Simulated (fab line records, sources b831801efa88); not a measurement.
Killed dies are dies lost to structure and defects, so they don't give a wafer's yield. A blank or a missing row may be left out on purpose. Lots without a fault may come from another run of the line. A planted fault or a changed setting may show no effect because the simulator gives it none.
Tool commonality check | flow sky130 | 13 lots, 39 wafers sampled

WHY IT WAS OPENED
At SKY_LDD_HVN_TW_MEAS_10 the reading LDD_HVN_TW is flagged on 2 of 13 lots. Wafers without a fault read 1435, standard deviation 6.5.
Rule: a lot is flagged when every wafer of it that has a number lies more than 4 standard deviations from that mean, or none has a number. The other lots count as sound.

lot  | measured     | on            | LDD_HVN_TW, wafer by wafer | flag
L233 | day 20 17:56 | film_metro-02 | 1428 1430 1424             |
L235 | day 21 08:07 | film_metro-03 | 1428 1429 1430             |
L237 | day 21 22:01 | film_metro-02 | 1435 1428 1430             |
L238 | day 22 12:30 | film_metro-02 | 1429 1437 1433             |
L242 | day 23 23:41 | film_metro-04 | 1496 1492 1486             | FLAGGED
L243 | day 24 07:02 | film_metro-03 | 1499 1505 1497             | FLAGGED
L246 | day 25 07:25 | film_metro-02 | 1428 1425 1425             |
L249 | day 26 04:20 | film_metro-02 | 1436 1447 1440             |
L250 | day 26 13:38 | film_metro-02 | 1434 1442 1434             |
L251 | day 26 16:58 | film_metro-02 | 1434 1438 1439             |
L252 | day 27 04:11 | film_metro-04 | 1436 1439 1440             |
L253 | day 27 13:07 | film_metro-02 | 1421 1424 1414             |
L254 | day 27 19:37 | film_metro-04 | 1435 1438 1434             |
The numbers of the flagged lots are 1496 on average: +61 against the usual, or +9 standard deviations.

WHICH TOOL RAN EACH LOT
The record holds 2 process steps before the reading, out of a route of 708 steps. In each cell: the tool, then ch and the chambers that the sampled wafers went through, then the start.
lot  | flag    | SKY_FIELD_ISO_CMP_27         | SKY_LDD_HVN_IMPLANT_08
L233 |         | cmp-01 ch 1,2,3, day 2 11:01 | implanter-01 ch 0, day 20 17:41
L235 |         | cmp-01 ch 1,3, day 2 19:19   | implanter-02 ch 0, day 21 07:53
L237 |         | cmp-02 ch 0,1,2, day 3 06:39 | implanter-03 ch 0, day 21 21:49
L238 |         | cmp-02 ch 1,2, day 3 11:35   | implanter-01 ch 0, day 22 12:16
L242 | FLAGGED | cmp-01 ch 1,3, day 4 09:36   | implanter-01 ch 0, day 23 23:26
L243 | FLAGGED | cmp-02 ch 2,3, day 4 15:25   | implanter-01 ch 0, day 24 06:47
L246 |         | cmp-02 ch 0,1,2, day 5 03:59 | implanter-03 ch 0, day 25 07:10
L249 |         | cmp-02 ch 1,3, day 5 21:02   | implanter-03 ch 0, day 26 04:07
L250 |         | cmp-02 ch 0,1,2, day 6 01:11 | implanter-03 ch 0, day 26 13:25
L251 |         | cmp-01 ch 0,2,3, day 6 05:58 | implanter-01 ch 0, day 26 16:43
L252 |         | cmp-02 ch 1,2,3, day 6 11:35 | implanter-03 ch 0, day 27 03:56
L253 |         | cmp-02 ch 2,3, day 6 18:02   | implanter-01 ch 0, day 27 12:52
L254 |         | cmp-01 ch 0,3, day 7 01:42   | implanter-02 ch 0, day 27 19:22
What these steps do:
- SKY_FIELD_ISO_CMP_27: polishes, stops on Si3N4, t overpolish 16 s, target thk 457.8 nm.
- SKY_LDD_HVN_IMPLANT_08
- SKY_LDD_HVN_TW_MEAS_10

FLAGGED OVER TOTAL, TOOL BY TOOL (the gauges that took the reading come last)
step                   | tool          | lots run | flagged | share of the flagged lots | sound lots run after its first flagged lot
SKY_FIELD_ISO_CMP_27   | cmp-01        | 5        | 1       | some                      | 2 (L251,L254)
SKY_FIELD_ISO_CMP_27   | cmp-02        | 8        | 1       | some                      | 5 (L246,L249,L250,L252,L253)
SKY_LDD_HVN_IMPLANT_08 | implanter-01  | 6        | 2       | all                       | 2 (L251,L253)
SKY_LDD_HVN_IMPLANT_08 | implanter-02  | 2        | 0       | none                      | -
SKY_LDD_HVN_IMPLANT_08 | implanter-03  | 5        | 0       | none                      | -
SKY_LDD_HVN_TW_MEAS_10 | film_metro-02 | 8        | 0       | none                      | -
SKY_LDD_HVN_TW_MEAS_10 | film_metro-03 | 2        | 1       | some                      | 0
SKY_LDD_HVN_TW_MEAS_10 | film_metro-04 | 3        | 1       | some                      | 2 (L252,L254)

WHAT THE TABLE ALLOWS
1 row of the table ran every flagged lot: implanter-01 at SKY_LDD_HVN_IMPLANT_08.
- implanter-01 at SKY_LDD_HVN_IMPLANT_08: 2 of its 6 lots flagged. Sound lots ran on it after the first flagged one (L251, L253), which a lasting fault on the whole tool wouldn't allow. Its own readings lie more than 4 standard deviations out on every wafer of the flagged lots: beam_on_s, faraday_current_uA.
No row of the table ran every flagged lot and no sound lot after the first.

WHAT THE SIMULATOR HAD PUT IN
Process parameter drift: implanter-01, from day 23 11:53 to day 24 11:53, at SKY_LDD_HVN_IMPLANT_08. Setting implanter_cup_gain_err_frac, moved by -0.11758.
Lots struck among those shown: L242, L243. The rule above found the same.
